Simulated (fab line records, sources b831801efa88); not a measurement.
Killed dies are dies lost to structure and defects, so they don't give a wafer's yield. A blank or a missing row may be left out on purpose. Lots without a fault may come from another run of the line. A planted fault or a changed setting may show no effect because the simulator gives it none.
A struck lot beside a sound one | flow sky130 | 16 steps out of a route of 708
Sound: wafers L569.2, L569.4, L569.5. Struck: wafers L576.4, L576.5, L576.6. The cause comes at the end.
At each step with rows: each side's tool, then ch and its chambers, then its first start. Under that, the readings that differ: sound wafers | struck wafers | difference of the means | sigmas: that difference in standard deviations of wafers without a fault.
alike: readings whose means differ by less than 2 such deviations, and words and numbers that are the same on both sides. not compared: withheld readings, readings that some wafer has no value for, bounds like >300 that may hide the same value, and numbers for which the record gives no deviation and whose values overlap.
The two part at a step that has a row with sigmas, a row that says differs or no value, or rows on one side only. Numbers that don't overlap but have no deviation are shown without sigmas and don't part them. A reading that every wafer of one side lacks parts them only if that side has two wafers or more.

first, 4 steps without rows for these wafers: SKY_FIELD_ISO_WET_ETCH_29 (etches Si3N4 in H3PO4, target depth 160 nm, time 1825 s); SKY_FIELD_ISO_WET_ETCH_30 (etches SiO2 in dHF, target depth 25 nm, time 50 s); SKY_NWELL_CLEAN_00 (cleans in SC1/SC2, time 150 s); SKY_NWELL_OXIDATION_01 (stabilise 600 s, purge 300 s, target thk 10 nm).
SKY_NWELL_THK_MEAS_02:
  sound on film_metro-04, day 4 10:37; struck on film_metro-01, day 5 14:17
  alike: NWELL_OXIDATION_THK
then, 7 steps without rows for these wafers: SKY_DNWELL_DEHYDRATE_00 (time 60 s); SKY_DNWELL_HMDS_01 (prime time 60 s); SKY_DNWELL_COAT_02 (resist thk 3036 nm); SKY_DNWELL_SOFTBAKE_03; SKY_DNWELL_EXPOSE_04 (exposes mask DNM, target cd 3000 nm); SKY_DNWELL_PEB_05; SKY_DNWELL_DEVELOP_06 (develop time 60 s).
SKY_DNWELL_IMPLANT_07:
  sound on implanter-02 ch 0, day 5 02:49; struck on implanter-02 ch 0, day 6 07:26
  not compared: implant_ion_amu
SKY_DNWELL_STRIP_08: strips in O2/N2.
  sound on plasma_asher-01 ch 0,1, day 5 02:56; struck on plasma_asher-03 ch 0,1, day 6 07:32
  alike: drypump_motor_current_A, oes_product_au, strip_time_to_endpoint_s
  not compared: rf_hours_counter_h
SKY_DNWELL_TW_MEAS_09:
  sound on film_metro-01, day 5 03:03; struck on film_metro-03, day 6 07:38
  reading   | sound          | struck      | difference | sigmas
  DNWELL_TW | 1112 1124 1117 | 364 365 364 | -753       | -99 or more
then, 1 step without rows for these wafers: SKY_PWDE_DEHYDRATE_00 (time 60 s).

WHERE THEY PART
Only at SKY_DNWELL_TW_MEAS_09, within this record.

WHY: what the simulator had put in
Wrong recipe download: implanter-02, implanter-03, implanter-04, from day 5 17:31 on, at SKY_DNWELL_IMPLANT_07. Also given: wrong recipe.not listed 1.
